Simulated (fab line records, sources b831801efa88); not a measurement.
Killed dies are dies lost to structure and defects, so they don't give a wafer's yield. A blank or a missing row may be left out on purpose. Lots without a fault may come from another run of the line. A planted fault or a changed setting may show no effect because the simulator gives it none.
Chamber matching | flow sky130 | SKY_VIA1_CMP_02 on cmp-02: 4 sister chambers
The step polishes SiO2. 18 wafers are shown with their chamber, then 9 later ones without.

WAFERS WITH THEIR CHAMBER
wafer  | chamber | motor_current_A (A)
L654.1 | 0       | 11.7
L654.3 | 3       | 11.0
L654.5 | 2       | 14.6
L658.2 | 1       | 10.9
L658.4 | 3       | 12.1
L658.5 | 0       | 11.8
L659.4 | 2       | 13.8
L659.5 | 0       | 11.9
L659.6 | 3       | 12.2
L661.1 | 3       | 12.5
L661.5 | 2       | 14.6
L661.6 | 3       | 12.6
L663.1 | 1       | 11.4
L663.3 | 2       | 14.8
L663.4 | 0       | 12.1
L665.2 | 0       | 12.3
L665.4 | 3       | 12.1
L665.5 | 2       | 14.3

SIGNATURES (means of the wafers above)
reading         | chamber 0 | chamber 1 | chamber 2 | chamber 3 | scatter within a chamber
motor_current_A | 11.960    | 11.150    | 14.420    | 12.083    | 0.43
Rule: a wafer's distance from a chamber is the root of the sum, over the readings, of the square of ((its reading less the chamber's mean) divided by the reading's scatter). The wafer belongs to the nearest chamber; if the next one is less than 2 further off, it can't be placed. The scatter: the root of (the sum of the squares of (reading less its chamber's mean) over the shown wafers, divided by (wafers less chambers)).

WAFERS WITHOUT THEIR CHAMBER
wafer  | motor_current_A (A)
L671.1 | 12.0
L671.3 | 13.9
L671.4 | 11.9
L672.3 | 13.6
L672.5 | 14.8
L672.6 | 10.7
L675.2 | 11.8
L675.5 | 10.9
L675.6 | 13.9

WHICH CHAMBER EACH WENT THROUGH
wafer  | from the rows above          | in truth
L671.1 | can't be placed: 0 or 3 or 1 | 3
L671.3 | 2                            | 2
L671.4 | can't be placed: 0 or 3 or 1 | 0
L672.3 | can't be placed: 2 or 3 or 0 | 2
L672.5 | 2                            | 2
L672.6 | can't be placed: 1 or 0      | 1
L675.2 | can't be placed: 0 or 3 or 1 | 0
L675.5 | can't be placed: 1 or 0      | 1
L675.6 | 2                            | 2
Placed correctly: 3 of 9. Can't be placed from these rows: 6 (the true chamber is among the candidates in 6). Placed wrongly: 0.
